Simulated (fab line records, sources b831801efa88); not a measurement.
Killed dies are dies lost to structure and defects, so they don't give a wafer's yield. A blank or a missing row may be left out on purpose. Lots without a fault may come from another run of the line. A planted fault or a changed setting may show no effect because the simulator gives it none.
fab line records | flow sky130
record lots=7 wafers=21 last_day=49
route steps=708 shown METAL3@571 VIA3@573
lots that met no fault: from a run of the same line without faults
start_h: hours from the record's first day to the start of the lot's first wafer shown | wait_h: hours since the lot's step before | " the same as in the row above | L1.1+2: a row that stands for several wafers | - no value, or no start given | * or withheld: withheld | < > ~ a bound
route shown NAME@n: a module of which the file shows steps, and the number in the route of the first | usual: mean/standard deviation of fault-free wafers | same: alike in all rows | chamber/n: place in a boat | sites: the reading at each site | _std_site: their standard deviation | _edge_site: outer sites' mean less inner sites' | radius_mm: how far each site lies from the wafer's centre | mask NAME#n: copy n | behind: the tool/chamber that last shaped the wafer | hold: why the lot was held/for how many hours/how that ended | device: the transistor (n, p or np) that didn't switch | end of line: the same wafers' tests at the end of the route | a step without rows: its recipe alone | killed: dies lost to structure and defects at the first sort, not the wafer's yield | map: a wafer's dies, x killed, . not, _ none there
set.NAME: the setting as run; set.NAME@STEP: as run at that earlier step | model.NAME: the simulator's own value behind a step, which no gauge read
lots at some steps of the route; a table a step, a row a wafer
services: from which hour (start_h, from the record's first day; less than 0 if before it) a tool's chamber was out of use, for how many hours, and why
## steps
# step SKY_METAL3_CLEAN_21
# recipe chemistry=IPA time_s=180 temp_c=25
# step SKY_METAL3_CLEAN_22
# recipe chemistry=O3/DIW dry=n2_spin
# step SKY_VIA3_HDPCVD_00
# recipe material=SiO2 target_thk_nm=1635 sigma_open_frac=0.3 time_s=272.5 temp_c=400 sih4_flow_sccm=60 pressure_mtorr=6
# step SKY_VIA3_THK_MEAS_01
# recipe reads=SiO2_of_VIA3_HDPCVD_00
# usual VIA3_HDPCVD_THK=1623/16
# columns lot.wafer tool chamber start_h wait_h VIA3_HDPCVD_THK[nm]
L875.1 film_metro-02 - 915.18 0.1 1609
L875.2 " - " " 1648
L875.6 " - " " 1634
L884.2 film_metro-03 - 977.72 0.1 1661
L884.3 " - " " 1633
L884.6 " - " " 1669
L885.1 film_metro-03 - 978.74 0.1 1624
L885.2 " - " " 1630
L885.3 " - " " 1619
L886.2 film_metro-02 - 979.20 0.1 1591
L886.4 " - " " 1621
L886.6 " - " " 1602
L890.2 film_metro-04 - 1017.43 0.1 1610
L890.4 " - " " 1625
L890.6 " - " " 1607
L894.1 film_metro-04 - 1033.70 0.1 1635
L894.2 " - " " 1615
L894.5 " - " " 1617
L893.3 film_metro-04 - 1034.09 0.1 1613
L893.4 " - " " 1626
L893.5 " - " " 1626
# step SKY_VIA3_CMP_02
# recipe material=SiO2 down_force_psi=4 platen_rpm=60 pad_velocity_m_s=0.94248
# usual motor_current_A=12.1/1
# columns lot.wafer tool chamber start_h wait_h motor_current_A
L875.1 cmp-01 2 915.24 0.1 13.8
L875.2 " 0 " " 11.1
L875.6 " 3 " " 11.5
L884.3 cmp-02 2 977.83 0.1 10.5
L884.2 " 3 " " 12.9
L884.6 " 3 " " 12.8
L885.3 cmp-02 0 978.80 0.0 11.3
L885.2 " 1 " " 11.5
L885.1 " 3 " " 12.8
L886.4 cmp-02 0 979.25 0.0 11.6
L886.2 " 2 " " 10.8
L886.6 " 1 " " 12.7
L890.2 cmp-01 1 1017.48 0.0 13.3
L890.4 " 3 " " 11.2
L890.6 " 2 " " 13.7
L894.1 cmp-01 1 1033.76 0.1 13.2
L894.2 " 2 " " 13.0
L894.5 " 1 " " 13.4
L893.4 cmp-02 3 1034.18 0.1 12.5
L893.3 " 0 " " 11.3
L893.5 " 3 " " 13.8
# step SKY_VIA3_BOW_MEAS_03
# recipe mode=bow
# usual VIA3_BOW=79/7.4
# columns lot.wafer tool chamber start_h wait_h VIA3_BOW[um]
L875.1 film_metro-03 - 915.54 0.2 82
L875.2 " - " " 82
L875.6 " - " " 86
L884.2 film_metro-02 - 978.15 0.2 81
L884.3 " - " " 85
L884.6 " - " " 90
L885.1 film_metro-04 - 979.10 0.1 91
L885.2 " - " " 81
L885.3 " - " " 75
L886.2 film_metro-04 - 979.57 0.2 80
L886.4 " - " " 78
L886.6 " - " " 79
L890.2 film_metro-03 - 1017.80 0.3 67
L890.4 " - " " 83
L890.6 " - " " 81
L894.1 film_metro-02 - 1034.06 0.2 83
L894.2 " - " " 86
L894.5 " - " " 79
L893.3 film_metro-03 - 1034.47 0.2 66
L893.4 " - " " 68
L893.5 " - " " 74
# step SKY_VIA3_DEHYDRATE_04
# recipe temp_c=200 time_s=60
# step SKY_VIA3_HMDS_05
# recipe prime_time_s=60 prime_temp_c=120
# step SKY_VIA3_COAT_06
# recipe resist=BARC temp_c=withheld time_s=withheld spin_rpm=3000 resist_thk_nm=60
# step SKY_VIA3_COAT_07
# recipe resist=KrF-thick spin_rpm=3000 resist_thk_nm=450
# step SKY_VIA3_SOFTBAKE_08
# recipe temp_c=100 time_s=90 resist=KrF-thick
# step SKY_VIA3_EXPOSE_09
# recipe mask_id=VIM3 na=0.8 source_shape=annular sigma_inner=0.55 sigma_outer=0.85 target_cd_nm=200 dose_mj=38
# step SKY_VIA3_PEB_10
# recipe peb_temp_c=withheld peb_time_s=withheld resist=KrF-thick
# usual chill_plate_temp_C=* exhaust_pa=45.2/0.99
# columns lot.wafer tool chamber start_h wait_h chill_plate_temp_C exhaust_pa
L875.1 litho_track-01 0 939 - * 44.4
L875.2 " 0 " " * 45.7
L875.6 " 0 " " * 43.1
L884.2 litho_track-03 - 1001 - - -
L884.3 " - " " - -
L884.6 " - " " - -
L885.1 litho_track-02 - 1002 - - -
L885.2 " - " " - -
L885.3 " - " " - -
L886.2 litho_track-02 - 1002 - - -
L886.4 " - 1003 - - -
L886.6 " - " " - -
L890.2 litho_track-02 0 1040 - * 44.0
L890.4 " 0 " " * 43.5
L890.6 " 0 " " * 44.2
L894.1 litho_track-02 0 1055 - * 44.2
L894.2 " 0 " " * 45.3
L894.5 " 0 " " * 44.9
L893.3 litho_track-02 0 1056 - * 45.7
L893.4 " 0 " " * 45.2
L893.5 " 0 " " * 45.7
# step SKY_VIA3_DEVELOP_11
# recipe develop_time_s=60 resist=KrF-thick dev_temp_c=21
## services
# columns tool chamber start_h hours kind
cmp-02 - 895.66 5.6 pm
cmp-02 - 912.53 4.0 pm
cmp-02 - 916.53 - consumable_replace:conditioner
cmp-02 - 916.53 - consumable_replace:pad
cmp-01 - 920.05 1.0 repair
cmp-02 - 921.11 1.3 repair
cmp-02 - 1008.26 5.1 pm
cmp-02 - 1023.48 5.5 repair
## key
first_sign step=SKY_VIA3_PEB_10 reading=tool_record direction=missing
effect none on later readings
met_at SKY_VIA3_PEB_10
struck_wafers L884.2,L884.3,L884.6,L885.1,L885.2,L885.3,L886.2,L886.4,L886.6
later_rows_left_out L884.2,L884.3,L884.6,L885.1,L885.2,L885.3,L886.2,L886.4,L886.6
sort_left_out L884.2,L884.3,L884.6,L885.1,L885.2,L885.3,L886.2,L886.4,L886.6
fault kind=skipped_step_whole tool=litho_track-02,litho_track-03 chamber=- onset_h=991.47 steps=SKY_VIA3_PEB_10 scope=struck_lots_only
# sort_left_out: the simulated sort isn't trusted on such a fault, so these wafers' sort isn't shown, and their yield isn't known
# later_rows_left_out: the simulator's readings of these wafers behind a module that went badly wrong aren't trusted and aren't shown, but for the sort
